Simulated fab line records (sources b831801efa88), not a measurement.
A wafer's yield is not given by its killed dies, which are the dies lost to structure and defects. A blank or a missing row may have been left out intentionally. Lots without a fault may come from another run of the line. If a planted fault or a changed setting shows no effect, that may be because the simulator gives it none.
fab line records	flow sky130
record lots=10	wafers=30	last-day=50
route steps=708 shown VIA2@523 METAL3@536 CAPM@537 PAD_OPEN@708
lots that met no fault: taken from a fault-free run of the same line
start-h: hours from the record's first day to the start of the lot's first wafer shown	wait-h: hours from the lot's prior step to this one	" as in the row above	L1.1+2: a single row standing in for several wafers	- no value, or no start given	* or withheld: withheld	< > ~ a bound
route shown NAME@n: a module of which the file shows steps, and the number in the route of the first	usual: the fault-free wafers' mean and standard deviation	same: alike in all rows	chamber/n: place in a boat	sites: readings site by site	_std_site: standard deviation of those values	_edge_site: the outer-site mean with the inner-site mean subtracted	radius-mm: how far each site lies from the wafer's centre	mask NAME#n: copy n	behind: the tool/chamber that last shaped the wafer	hold: the reason the lot was held/the length of the hold in hours/how it ended	device: names the non-switching transistor (n, p or np)	end of line: the same wafers' tests at the end of the route	step lacking rows: just its recipe	killed: count of dies lost to structure and defects at first sort (not the wafer's yield)	map: the dies of a wafer, with x for killed, . for not killed, _ for no die there
set.NAME: the setting as run; set.NAME@STEP: as run at that earlier step	model.NAME: the simulator's own value behind a step, which no gauge read
the route's steps for a sample of lots (tables are steps, rows are wafers)
services: from which hour (start-h, from the record's first day; less than 0 if before it) a tool's chamber was out of use, for how many hours, and why
## steps
# step SKY_VIA2_STRIP_16
# recipe chemistry=O2/N2	power-w=1400	pressure-mtorr=1500	platen-temp-c=withheld	o2-flow-sccm=3000	n2-flow-sccm=300	overash-fraction=0.5
# usual drypump-motor-current-A=6.14/0.2	oes-product-au=0.399/0.0044	strip-time-to-endpoint-s=4.039/0.022
lot.wafer	tool	chamber	start-h	wait-h	drypump-motor-current-A	oes-product-au	rf-hours-counter-h	strip-time-to-endpoint-s
L461.1	plasma-asher-04	0	840.82	0.0	6.01	0.390	6	4.000
L461.3	"	1	"	"	6.28	0.399	-	4.035
L461.5	"	1	"	"	6.29	0.401	-	3.999
L462.2	plasma-asher-01	1	858.26	0.0	6.11	0.391	104	4.063
L462.3	"	1	"	"	6.10	0.396	-	4.063
L462.4	"	0	"	"	6.16	0.401	-	4.104
L468.2	plasma-asher-04	0	916.41	0.0	6.00	0.401	13	4.011
L468.3	"	0	"	"	5.98	0.403	-	4.044
L468.4	"	1	"	"	6.29	0.399	-	4.032
L469.2	plasma-asher-01	0	920.46	0.0	6.14	0.395	110	4.079
L469.3	"	1	"	"	6.11	0.400	-	4.076
L469.5	"	1	"	"	6.13	0.399	-	4.063
L472.1	plasma-asher-03	1	953.99	0.0	5.81	0.396	81	4.052
L472.2	"	0	"	"	6.46	0.398	81	4.054
L472.6	"	0	"	"	6.47	0.397	-	4.066
L477.1	plasma-asher-04	1	969.77	0.0	6.26	0.401	19	4.005
L477.3	"	1	"	"	6.27	0.400	-	4.004
L477.4	"	0	"	"	6.04	0.404	-	4.010
L478.1	plasma-asher-03	0	986.86	0.0	6.47	0.395	83	4.069
L478.3	"	1	"	"	5.78	0.399	-	4.067
L478.4	"	0	"	"	6.46	0.400	-	4.040
L481.1	plasma-asher-01	1	995.84	0.0	6.09	0.401	117	4.018
L481.2	"	0	"	"	6.14	0.406	117	4.070
L481.4	"	0	"	"	6.18	0.400	-	4.032
L482.1	plasma-asher-04	0	999.44	0.0	5.97	0.398	22	4.025
L482.2	"	1	"	"	6.29	0.404	22	4.051
L482.3	"	1	"	"	6.28	0.403	-	4.086
L483.1	plasma-asher-04	0	1007.56	0.0	6.00	0.392	23	4.002
L483.2	"	1	"	"	6.28	0.395	23	4.030
L483.5	"	1	"	"	6.26	0.407	-	4.035
# step SKY_METAL3_SPUTTER_04
# recipe material=TiN	target-thk-nm=70	power-w=6500	time-s=58.3	chamber-pressure-pa=0.4
# usual throttle-valve-pct=29.4/0.95
lot.wafer	tool	chamber	start-h	wait-h	throttle-valve-pct
L461.1	pvd-sputter-01	-	842.23	0.0	28.5
L461.3	"	-	"	"	30.5
L461.5	"	-	"	"	29.7
L462.2	pvd-sputter-01	-	859.66	0.0	30.6
L462.3	"	-	"	"	28.5
L462.4	"	-	"	"	30.6
L468.2	pvd-sputter-01	-	917.78	0.0	30.4
L468.3	"	-	"	"	29.5
L468.4	"	-	"	"	30.5
L469.2	pvd-sputter-01	-	921.88	0.0	30.3
L469.3	"	-	"	"	29.6
L469.5	"	-	"	"	29.6
L472.1	pvd-sputter-01	-	955.48	0.0	30.8
L472.2	"	-	"	"	30.5
L472.6	"	-	"	"	29.5
L477.1	pvd-sputter-04	-	971.14	0.0	29.5
L477.3	"	-	"	"	27.8
L477.4	"	-	"	"	29.8
L478.1	pvd-sputter-01	-	988.24	0.0	31.0
L478.3	"	-	"	"	30.4
L478.4	"	-	"	"	29.5
L481.1	pvd-sputter-03	-	997.20	0.0	28.1
L481.2	"	-	"	"	30.3
L481.4	"	-	"	"	28.1
L482.1	pvd-sputter-04	-	1000.82	0.0	27.7
L482.2	"	-	"	"	29.9
L482.3	"	-	"	"	30.0
L483.1	pvd-sputter-04	-	1008.96	0.0	29.7
L483.2	"	-	"	"	28.0
L483.5	"	-	"	"	30.4
# step SKY_CAPM_CVD_00
# recipe material=SiO2	target-thk-nm=15.5	temp-c=400	time-s=withheld	rf-w=450
# usual heater-power-w=731/130
lot.wafer	tool	chamber	start-h	wait-h	heater-power-w
L461.1	pecvd-03	1	842.28	0.0	591
L461.3	"	0	"	"	792
L461.5	"	2	"	"	711
L462.2	pecvd-03	2	859.71	0.0	699
L462.3	"	0	"	"	817
L462.4	"	1	"	"	629
L468.2	pecvd-03	1	917.83	0.0	731
L468.3	"	0	"	"	884
L468.4	"	2	"	"	689
L469.2	pecvd-04	1	921.93	0.0	648
L469.3	"	0	"	"	891
L469.5	"	0	"	"	885
L472.1	pecvd-01	2	955.53	0.0	676
L472.2	"	1	"	"	963
L472.6	"	1	"	"	948
L477.1	pecvd-01	2	971.19	0.0	623
L477.3	"	1	"	"	1002
L477.4	"	2	"	"	636
L478.1	pecvd-01	2	988.28	0.0	662
L478.3	"	0	"	"	583
L478.4	"	0	"	"	590
L481.1	pecvd-04	2	997.25	0.0	748
L481.2	"	0	"	"	840
L481.4	"	1	"	"	613
L482.1	pecvd-01	2	1000.87	0.0	672
L482.2	"	1	"	"	988
L482.3	"	0	"	"	589
L483.1	pecvd-03	1	1009.01	0.0	636
L483.2	"	2	"	"	733
L483.5	"	2	"	"	731
# step SKY_CAPM_SPUTTER_02
# recipe material=TiN	target-thk-nm=200	temp-c=300	power-w=6500	time-s=166.7	chamber-pressure-pa=0.4
# usual throttle-valve-pct=29.6/0.99
lot.wafer	tool	chamber	start-h	wait-h	throttle-valve-pct
L461.1	pvd-sputter-03	-	842.36	0.1	28.4
L461.3	"	-	"	"	28.1
L461.5	"	-	"	"	28.0
L462.2	pvd-sputter-02	-	859.79	0.0	30.7
L462.3	"	-	"	"	30.4
L462.4	"	-	"	"	29.4
L468.2	pvd-sputter-04	-	917.91	0.0	28.0
L468.3	"	-	"	"	30.2
L468.4	"	-	"	"	30.0
L469.2	pvd-sputter-04	-	922.01	0.0	28.2
L469.3	"	-	"	"	30.6
L469.5	"	-	"	"	27.8
L472.1	pvd-sputter-02	-	955.62	0.1	30.6
L472.2	"	-	"	"	29.4
L472.6	"	-	"	"	29.4
L477.1	pvd-sputter-02	-	971.27	0.1	29.3
L477.3	"	-	"	"	30.7
L477.4	"	-	"	"	30.7
L478.1	pvd-sputter-03	-	988.37	0.1	28.2
L478.3	"	-	"	"	28.2
L478.4	"	-	"	"	30.0
L481.1	pvd-sputter-02	-	997.34	0.1	30.3
L481.2	"	-	"	"	30.7
L481.4	"	-	"	"	30.8
L482.1	pvd-sputter-02	-	1000.95	0.1	30.6
L482.2	"	-	"	"	30.5
L482.3	"	-	"	"	30.4
L483.1	pvd-sputter-03	-	1009.10	0.1	28.5
L483.2	"	-	"	"	30.2
L483.5	"	-	"	"	30.0
# step SKY_CAPM_RS_MEAS_03
# recipe thk-meas-gauge=four-point-probe	reads=TiN_of_CAPM_SPUTTER_02
# usual CAPM_TIN_RS=6.94/0.071
lot.wafer	tool	chamber	start-h	wait-h	CAPM_TIN_RS[ohm/sq]
L461.1	film-metro-04	-	842.47	0.1	6.89
L461.3	"	-	"	"	6.93
L461.5	"	-	"	"	6.89
L462.2	film-metro-04	-	859.92	0.1	6.99
L462.3	"	-	"	"	6.90
L462.4	"	-	"	"	6.83
L468.2	film-metro-04	-	918.04	0.1	7.43
L468.3	"	-	"	"	7.39
L468.4	"	-	"	"	7.32
L469.2	film-metro-04	-	922.14	0.1	7.39
L469.3	"	-	"	"	7.32
L469.5	"	-	"	"	7.44
L472.1	film-metro-04	-	955.72	0.1	6.93
L472.2	"	-	"	"	6.89
L472.6	"	-	"	"	6.86
L477.1	film-metro-02	-	971.38	0.1	6.92
L477.3	"	-	"	"	6.99
L477.4	"	-	"	"	6.97
L478.1	film-metro-03	-	988.48	0.1	6.88
L478.3	"	-	"	"	6.86
L478.4	"	-	"	"	6.91
L481.1	film-metro-02	-	997.44	0.1	6.91
L481.2	"	-	"	"	6.90
L481.4	"	-	"	"	6.91
L482.1	film-metro-03	-	1001.06	0.1	6.93
L482.2	"	-	"	"	6.91
L482.3	"	-	"	"	6.95
L483.1	film-metro-02	-	1009.21	0.1	7.09
L483.2	"	-	"	"	6.96
L483.5	"	-	"	"	7.03
# step SKY_CAPM_THK_MEAS_04
# recipe thk-meas-gauge=xrf	reads=TiN_of_CAPM_SPUTTER_02
# usual CAPM_TIN_THK=196.6/2.4
lot.wafer	tool	chamber	start-h	wait-h	CAPM_TIN_THK[nm]
L461.1	film-metro-04	-	842.59	0.1	198.0
L461.3	"	-	"	"	197.1
L461.5	"	-	"	"	197.8
L462.2	film-metro-04	-	860.03	0.1	195.2
L462.3	"	-	"	"	197.2
L462.4	"	-	"	"	199.8
L468.2	film-metro-04	-	918.15	0.1	185.1
L468.3	"	-	"	"	186.2
L468.4	"	-	"	"	187.2
L469.2	film-metro-04	-	922.25	0.1	186.5
L469.3	"	-	"	"	187.7
L469.5	"	-	"	"	185.0
L472.1	film-metro-04	-	955.84	0.1	196.8
L472.2	"	-	"	"	198.2
L472.6	"	-	"	"	199.1
L477.1	film-metro-02	-	971.50	0.1	197.9
L477.3	"	-	"	"	194.9
L477.4	"	-	"	"	196.4
L478.1	film-metro-03	-	988.60	0.1	196.0
L478.3	"	-	"	"	197.0
L478.4	"	-	"	"	195.7
L481.1	film-metro-02	-	997.56	0.1	198.2
L481.2	"	-	"	"	197.9
L481.4	"	-	"	"	198.3
L482.1	film-metro-03	-	1001.18	0.1	194.4
L482.2	"	-	"	"	194.4
L482.3	"	-	"	"	194.2
L483.1	film-metro-02	-	1009.33	0.1	193.0
L483.2	"	-	"	"	195.8
L483.5	"	-	"	"	194.9
# step SKY_CAPM_METAL_ETCH_13
# recipe target-depth-nm=220	stop-on=SiO2	chemistry=Cl2/BCl3	target=TiN	pressure-mtorr=10	icp-w=900	bias-w=48.5	Cl2_flow_sccm=60	bcl3-flow-sccm=30	time-s=62.9
# usual drypump-motor-current-A=5.7/0.49	oes-product-au=0.939/0.0072	throttle-valve-pct=21.902/0.0097
lot.wafer	tool	chamber	start-h	wait-h	drypump-motor-current-A	oes-product-au	rf-hours-counter-h	throttle-valve-pct
L461.1	rie-metal-01	0	868.70	0.0	6.2	0.937	1	21.898
L461.3	"	1	"	"	6.3	0.942	-	21.902
L461.5	"	0	"	"	6.1	0.937	-	21.907
L462.2	rie-metal-01	1	886.05	0.0	6.3	0.932	12	21.907
L462.3	"	1	"	"	6.3	0.940	-	21.894
L462.4	"	0	"	"	6.3	0.950	-	21.899
L468.2	rie-metal-03	1	942.46	0.0	5.0	0.908	2	21.933
L468.3	"	0	"	"	5.6	0.913	-	21.928
L468.4	"	1	"	"	5.0	0.912	-	21.911
L469.2	rie-metal-02	0	946.81	0.0	5.9	0.911	3	21.923
L469.3	"	1	"	"	6.0	0.906	-	21.921
L469.5	"	1	"	"	6.0	0.898	-	21.916
L472.1	rie-metal-01	0	978.86	0.0	6.2	0.937	7	21.890
L472.2	"	1	"	"	6.3	0.942	17	21.896
L472.6	"	1	"	"	6.3	0.945	-	21.882
L477.1	rie-metal-03	0	994.70	0.0	5.6	0.944	8	21.901
L477.3	"	0	"	"	5.6	0.936	-	21.902
L477.4	"	1	"	"	5.0	0.934	-	21.907
L478.1	rie-metal-02	0	1010.86	0.0	5.9	0.942	7	21.903
L478.3	"	1	"	"	5.9	0.947	-	21.896
L478.4	"	0	"	"	5.9	0.936	-	21.892
L481.1	rie-metal-03	1	1021.05	0.0	5.0	0.942	6	21.907
L481.2	"	0	"	"	5.6	0.935	10	21.888
L481.4	"	0	"	"	5.6	0.940	-	21.902
L482.1	rie-metal-03	0	1024.01	0.0	5.6	0.946	10	21.896
L482.2	"	1	"	"	5.0	0.940	6	21.901
L482.3	"	1	"	"	5.0	0.929	-	21.895
L483.1	rie-metal-03	0	1031.90	0.0	5.5	0.929	10	21.915
L483.2	"	1	"	"	5.0	0.941	6	21.882
L483.5	"	1	"	"	5.0	0.932	-	21.894
# step SKY_PAD_OPEN_PROBE_99
# usual defect-limited-yield=82.5/1.9	killed_at_M0_to_M3=44/7.3	killed_at_M4_up=3.1/1.9	killed-at-contacts=24/5.3	killed-at-front-end=15/4	killed-at-other=0.4/0.6	killed-dies=86/9.2	killed-open=47/6.9	killed-short=39/6.9	sort_bin_3_pad_short=0.8/0.41	sort_bin_5_function=10.6/1.5	sort_bin_6_memory=6.1/1.1	sort-n-pass=406/9.2	sort-yield-pct=82.5/1.9
# same gross-dies=492	killed-at-back-side=0	sort_bin_4_leakage[%]=0	sort_bin_8_speed[%]=0
lot.wafer	tool	chamber	start-h	wait-h	defect-limited-yield[%]	killed_at_M0_to_M3	killed_at_M4_up	killed-at-contacts	killed-at-front-end	killed-at-other	killed-dies	killed-open	killed-short	sort_bin_3_pad_short[%]	sort_bin_5_function[%]	sort_bin_6_memory[%]	sort-n-pass	sort-yield-pct[%]
L461.1	prober-01	-	1068.43	0.1	84.6	40	5	21	9	1	76	41	35	0.8	10.2	4.5	416	84.6
L461.3	prober-01	-	1068.53	0.2	82.7	46	2	19	18	0	85	49	36	0.6	11.8	4.9	407	82.7
L461.5	prober-01	-	1068.63	0.2	82.1	40	3	21	24	0	88	48	40	1.4	11.2	5.3	404	82.1
L462.2	prober-02	-	1082.34	0.1	83.3	41	2	24	15	0	82	44	38	0.8	8.7	7.1	410	83.3
L462.3	prober-02	-	1082.39	0.2	82.9	40	6	20	18	0	84	41	43	1.2	10.2	5.7	408	82.9
L462.4	prober-02	-	1082.44	0.2	83.1	48	2	20	12	1	83	47	36	0	10.2	6.7	409	83.1
L468.2	prober-02	-	1124.57	0.1	81.9	46	4	21	18	0	89	43	46	0.2	11.6	6.3	403	81.9
L468.3	prober-02	-	1124.62	0.2	82.3	31	1	40	15	0	87	52	35	1.4	10.6	5.7	405	82.3
L468.4	prober-02	-	1124.67	0.2	82.5	38	2	28	18	0	86	40	46	1.4	10.8	5.3	406	82.5
L469.2	prober-01	-	1133.25	0.1	78.5	53	2	28	23	0	106	53	53	1.2	12.6	7.7	386	78.5
L469.3	prober-01	-	1133.30	0.2	82.1	43	2	28	15	0	88	54	34	0.8	11.2	5.9	404	82.1
L469.5	prober-01	-	1133.40	0.2	78.9	56	3	29	15	1	104	46	58	1.4	12.6	7.1	388	78.9
L472.1	prober-01	-	1154.72	0.1	83.7	45	2	20	13	0	80	46	34	1.2	10.4	4.7	412	83.7
L472.2	prober-01	-	1154.77	0.1	81.9	44	5	26	14	0	89	51	37	0.8	10.4	6.9	403	81.9
L472.6	prober-01	-	1154.97	0.2	83.9	40	1	21	16	1	79	36	43	0.6	8.9	6.5	413	83.9
L477.1	prober-02	-	1168.90	0.1	79.7	48	10	23	19	0	100	55	45	0.6	12.6	7.1	392	79.7
L477.3	prober-02	-	1169.00	0.2	83.5	43	2	23	13	0	81	49	32	0.6	10.4	5.5	411	83.5
L477.4	prober-02	-	1169.05	0.2	84.3	40	2	16	19	0	77	32	44	1.6	9.3	4.7	415	84.3
L478.1	prober-01	-	1179.54	0.1	82.1	52	3	23	10	0	88	52	35	0	10.8	7.1	404	82.1
L478.3	prober-01	-	1179.64	0.2	80.5	52	3	20	19	2	96	55	40	1.2	11.0	7.3	396	80.5
L478.4	prober-01	-	1179.69	0.2	82.1	47	0	18	23	0	88	43	44	1.6	11.4	4.9	404	82.1
L481.1	prober-01	-	1188.79	0.1	85.6	37	4	24	6	0	71	36	34	0.6	8.3	5.5	421	85.6
L481.2	prober-01	-	1188.84	0.1	81.7	44	3	29	14	0	90	46	41	1.2	10.6	6.5	402	81.7
L481.4	prober-01	-	1188.94	0.2	81.7	44	5	26	14	1	90	46	43	1.2	11.0	6.1	402	81.7
L482.1	prober-02	-	1190.77	0.1	81.1	46	2	31	14	0	93	54	39	1.2	11.8	5.9	399	81.1
L482.2	prober-02	-	1190.82	0.1	81.3	51	2	17	22	0	92	53	39	0.8	11.6	6.3	400	81.3
L482.3	prober-02	-	1190.87	0.2	79.7	44	3	33	20	0	100	62	38	0.6	13.0	6.7	392	79.7
L483.1	prober-01	-	1195.06	0.1	82.5	39	5	27	14	1	86	49	36	1.2	11.2	5.1	406	82.5
L483.2	prober-01	-	1195.11	0.1	81.7	42	5	29	13	1	90	54	33	0.4	9.8	8.1	402	81.7
L483.5	prober-01	-	1195.26	0.2	78.9	57	2	24	21	0	104	54	49	0	13.2	7.9	388	78.9
# killed by level:class
L461.1 CONTACT:geometric-particle:open=10 VIA3:geometric-particle:open=9 VIA1:geometric-particle:open=8 VIA2:geometric-particle:open=7 CONTACT:geometric-particle:short=6 FIELD_ISO:geometric-particle:short=5 METAL2:geometric-particle:short=4 VIA2:geometric-particle:short=4
L461.3 VIA1:geometric-particle:open=13 CONTACT:geometric-particle:open=12 VIA2:geometric-particle:open=8 METAL1:geometric-particle:short=6 METAL2:geometric-particle:short=5 FIELD_ISO:geometric-particle:open=4 POLY_GATE:geometric-particle:short=4 SPACER:geometric-particle:short=4
L461.5 VIA1:geometric-particle:open=13 POLY_GATE:geometric-particle:open=6 CONTACT:geometric-particle:open=6 POLY_GATE:geometric-particle:short=5 SPACER:geometric-particle:open=5 LOCAL_INTERCONNECT:geometric-particle:short=5 METAL2:geometric-particle:short=5 VIA2:geometric-particle:short=5
L462.2 CONTACT:geometric-particle:open=8 VIA1:geometric-particle:open=7 LI_CONTACT:geometric-particle:open=6 VIA1:geometric-particle:short=6 FIELD_ISO:geometric-particle:open=5 CONTACT:geometric-particle:short=5 VIA3:geometric-particle:open=5 METAL3:geometric-particle:short=4
L462.3 VIA2:geometric-particle:open=9 VIA3:geometric-particle:open=7 CONTACT:geometric-particle:short=7 VIA1:geometric-particle:open=6 METAL2:geometric-particle:short=6 METAL4:geometric-particle:short=6 FIELD_ISO:geometric-particle:short=5 LOCAL_INTERCONNECT:geometric-particle:short=4
L462.4 VIA1:geometric-particle:open=11 CONTACT:geometric-particle:open=9 VIA3:geometric-particle:open=8 METAL1:geometric-particle:short=7 VIA2:geometric-particle:open=7 FIELD_ISO:geometric-particle:open=5 LI_CONTACT:geometric-particle:open=5 METAL2:geometric-particle:short=5
L468.2 VIA1:geometric-particle:open=11 CONTACT:geometric-particle:open=9 METAL2:geometric-particle:short=8 METAL1:geometric-particle:short=7 VIA1:geometric-particle:short=6 POLY_GATE:geometric-particle:short=5 LI_CONTACT:geometric-particle:open=5 CONTACT:geometric-particle:short=5
L468.3 CONTACT:geometric-particle:open=18 LI_CONTACT:geometric-particle:open=8 METAL2:geometric-particle:short=8 CONTACT:geometric-particle:short=7 VIA1:geometric-particle:open=6 POLY_GATE:geometric-particle:open=5 FIELD_ISO:geometric-particle:short=4 FIELD_ISO:geometric-particle:open=4
L468.4 CONTACT:geometric-particle:open=11 POLY_GATE:geometric-particle:short=8 VIA2:geometric-particle:open=8 CONTACT:geometric-particle:short=6 METAL1:geometric-particle:short=6 LI_CONTACT:geometric-particle:open=5 LOCAL_INTERCONNECT:geometric-particle:short=5 VIA3:geometric-particle:open=5
L469.2 VIA1:geometric-particle:open=9 METAL1:geometric-particle:short=9 CONTACT:geometric-particle:open=9 VIA2:geometric-particle:open=9 FIELD_ISO:geometric-particle:short=7 VIA3:geometric-particle:open=7 LI_CONTACT:geometric-particle:open=6 CONTACT:geometric-particle:short=6
L469.3 CONTACT:geometric-particle:open=14 VIA1:geometric-particle:open=11 VIA2:geometric-particle:open=8 POLY_GATE:geometric-particle:open=6 METAL1:geometric-particle:short=6 VIA3:geometric-particle:open=6 LI_CONTACT:geometric-particle:open=5 CONTACT:geometric-particle:short=4
L469.5 METAL1:geometric-particle:short=13 CONTACT:geometric-particle:open=11 VIA1:geometric-particle:open=9 VIA3:geometric-particle:open=8 LI_CONTACT:geometric-particle:open=7 METAL3:geometric-particle:short=7 LOCAL_INTERCONNECT:geometric-particle:short=6 FIELD_ISO:geometric-particle:short=5
L472.1 VIA1:geometric-particle:open=9 VIA3:geometric-particle:open=8 CONTACT:geometric-particle:open=6 LI_CONTACT:geometric-particle:open=6 METAL2:geometric-particle:short=6 VIA2:geometric-particle:open=6 POLY_GATE:geometric-particle:short=5 CONTACT:geometric-particle:short=4
L472.2 CONTACT:geometric-particle:open=10 VIA2:geometric-particle:open=10 VIA1:geometric-particle:open=9 LI_CONTACT:geometric-particle:open=6 CONTACT:geometric-particle:short=6 FIELD_ISO:geometric-particle:open=5 METAL1:geometric-particle:short=5 METAL2:geometric-particle:short=5
L472.6 CONTACT:geometric-particle:open=9 CONTACT:geometric-particle:short=7 VIA1:geometric-particle:open=7 METAL1:geometric-particle:short=7 VIA1:geometric-particle:short=5 VIA3:geometric-particle:open=5 VIA3:geometric-particle:short=4 METAL2:geometric-particle:short=4
L477.1 VIA1:geometric-particle:open=12 METAL4:geometric-particle:short=8 FIELD_ISO:geometric-particle:short=7 METAL2:geometric-particle:short=7 VIA2:geometric-particle:open=7 LOCAL_INTERCONNECT:geometric-particle:short=7 LI_CONTACT:geometric-particle:open=6 METAL2:geometric-particle:open=6
L477.3 VIA1:geometric-particle:open=9 CONTACT:geometric-particle:open=9 VIA3:geometric-particle:open=9 VIA2:geometric-particle:open=6 FIELD_ISO:geometric-particle:open=5 LOCAL_INTERCONNECT:geometric-particle:short=5 VIA1:geometric-particle:short=5 FIELD_ISO:geometric-particle:short=3
L477.4 VIA2:geometric-particle:open=6 POLY_GATE:geometric-particle:short=5 LI_CONTACT:geometric-particle:open=5 CONTACT:geometric-particle:open=5 METAL2:geometric-particle:short=5 VIA1:geometric-particle:short=5 LI_CONTACT:geometric-particle:short=4 METAL1:geometric-particle:short=4
L478.1 VIA1:geometric-particle:open=15 CONTACT:geometric-particle:open=11 VIA2:geometric-particle:open=9 VIA1:geometric-particle:short=6 CONTACT:geometric-particle:short=5 VIA3:geometric-particle:open=5 LOCAL_INTERCONNECT:geometric-particle:short=4 METAL2:geometric-particle:short=4
L478.3 VIA2:geometric-particle:open=13 VIA3:geometric-particle:open=8 VIA1:geometric-particle:open=8 METAL2:geometric-particle:short=7 FIELD_ISO:geometric-particle:open=6 CONTACT:geometric-particle:short=6 CONTACT:geometric-particle:open=6 LI_CONTACT:geometric-particle:open=5
L478.4 VIA2:geometric-particle:open=12 FIELD_ISO:geometric-particle:short=7 VIA1:geometric-particle:open=7 FIELD_ISO:geometric-particle:open=6 CONTACT:geometric-particle:short=6 LI_CONTACT:geometric-particle:open=5 VIA2:geometric-particle:short=5 METAL1:geometric-particle:short=4
L481.1 VIA1:geometric-particle:open=11 LOCAL_INTERCONNECT:geometric-particle:short=8 VIA1:geometric-particle:short=6 VIA2:geometric-particle:open=6 CONTACT:geometric-particle:short=5 LI_CONTACT:geometric-particle:open=4 CONTACT:geometric-particle:open=4 VIA3:geometric-particle:open=4
L481.2 CONTACT:geometric-particle:open=11 VIA1:geometric-particle:open=10 VIA1:geometric-particle:short=7 LI_CONTACT:geometric-particle:open=6 METAL1:geometric-particle:short=5 VIA3:geometric-particle:open=5 FIELD_ISO:geometric-particle:short=4 FIELD_ISO:geometric-particle:open=4
L481.4 LI_CONTACT:geometric-particle:open=12 VIA3:geometric-particle:open=8 METAL1:geometric-particle:short=6 VIA2:geometric-particle:open=6 METAL2:geometric-particle:short=5 VIA1:geometric-particle:open=5 METAL4:geometric-particle:short=5 POLY_GATE:geometric-particle:open=4
L482.1 CONTACT:geometric-particle:open=13 VIA1:geometric-particle:open=13 CONTACT:geometric-particle:short=9 VIA3:geometric-particle:open=7 FIELD_ISO:geometric-particle:short=6 METAL1:geometric-particle:short=6 VIA2:geometric-particle:open=6 FIELD_ISO:geometric-particle:open=5
L482.2 VIA3:geometric-particle:open=10 VIA1:geometric-particle:open=9 CONTACT:geometric-particle:open=8 METAL2:geometric-particle:short=8 VIA2:geometric-particle:open=7 VIA1:geometric-particle:short=6 FIELD_ISO:geometric-particle:open=5 POLY_GATE:geometric-particle:open=5
L482.3 VIA1:geometric-particle:open=14 LI_CONTACT:geometric-particle:open=12 CONTACT:geometric-particle:open=11 VIA3:geometric-particle:open=8 VIA1:geometric-particle:short=6 FIELD_ISO:geometric-particle:open=5 POLY_GATE:geometric-particle:short=5 VIA2:geometric-particle:short=5
L483.1 CONTACT:geometric-particle:open=13 VIA1:geometric-particle:open=12 VIA2:geometric-particle:open=8 FIELD_ISO:geometric-particle:open=5 METAL4:geometric-particle:short=5 METAL1:geometric-particle:short=5 LI_CONTACT:geometric-particle:open=4 METAL3:geometric-particle:short=3
L483.2 CONTACT:geometric-particle:open=13 VIA1:geometric-particle:open=9 LI_CONTACT:geometric-particle:open=7 VIA3:geometric-particle:open=6 METAL2:geometric-particle:short=5 VIA1:geometric-particle:short=5 VIA2:geometric-particle:open=4 FIELD_ISO:geometric-particle:short=3
L483.5 METAL2:geometric-particle:short=11 CONTACT:geometric-particle:open=10 VIA1:geometric-particle:open=9 LI_CONTACT:geometric-particle:open=7 METAL1:geometric-particle:short=6 VIA2:geometric-particle:open=6 VIA1:geometric-particle:short=6 FIELD_ISO:geometric-particle:short=5
## services
tool	chamber	start-h	hours	kind
rie-metal-01	1	821.79	3.8	repair
pecvd-03	-	831.06	1.2	repair
pvd-sputter-01	-	831.40	0.6	repair
rie-metal-01	-	835.37	2.6	repair
plasma-asher-03	-	857.78	0.9	repair
pvd-sputter-03	-	859.20	7.4	repair
rie-metal-03	0	866.50	4.0	repair
plasma-asher-04	-	871.86	1.4	repair
pvd-sputter-01	1	875.48	-	consumable-replace:kit
plasma-asher-01	-	881.51	6.2	repair
pvd-sputter-04	-	886.45	0.7	repair
pecvd-04	-	898.81	1.9	repair
pvd-sputter-01	-	924.06	0.8	repair
pvd-sputter-03	-	931.83	0.7	repair
pecvd-03	-	940.84	0.8	pm
pvd-sputter-04	-	942.47	0.9	repair
pvd-sputter-02	-	951.73	0.9	repair
pvd-sputter-04	-	962.60	4.6	repair
pvd-sputter-03	-	965.03	1.2	repair
pecvd-01	-	976.94	0.8	repair
pecvd-01	0	983.63	3.7	repair
pecvd-03	0	1004.51	6.2	repair
pecvd-04	-	1013.90	1.2	repair
rie-metal-02	0	1014.15	1.0	repair
## key
first-sign step=SKY_CAPM_RS_MEAS_03	reading=CAPM_TIN_RS	direction=up	sigmas=6.2	usual=6.94	struck=7.38
effect step=SKY_CAPM_THK_MEAS_04	reading=CAPM_TIN_THK	direction=down	sigmas=4.3	usual=196.6	struck=186.3
effect step=SKY_CAPM_METAL_ETCH_13	reading=oes-product-au	direction=down	sigmas=4.3	usual=0.939	struck=0.908
met-at SKY_CAPM_SPUTTER_02
struck-lots L468,L469
not-acting-at SKY_VIA2_STRIP_16,SKY_METAL3_SPUTTER_04,SKY_CAPM_CVD_00
fault kind=process-parameter-drift	tool=pvd-sputter-04	chamber=-	onset-h=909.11	steps=SKY_CAPM_SPUTTER_02	channel=time-s	offset=*	shape=step	end-h=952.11	acts-in=*	stated=*
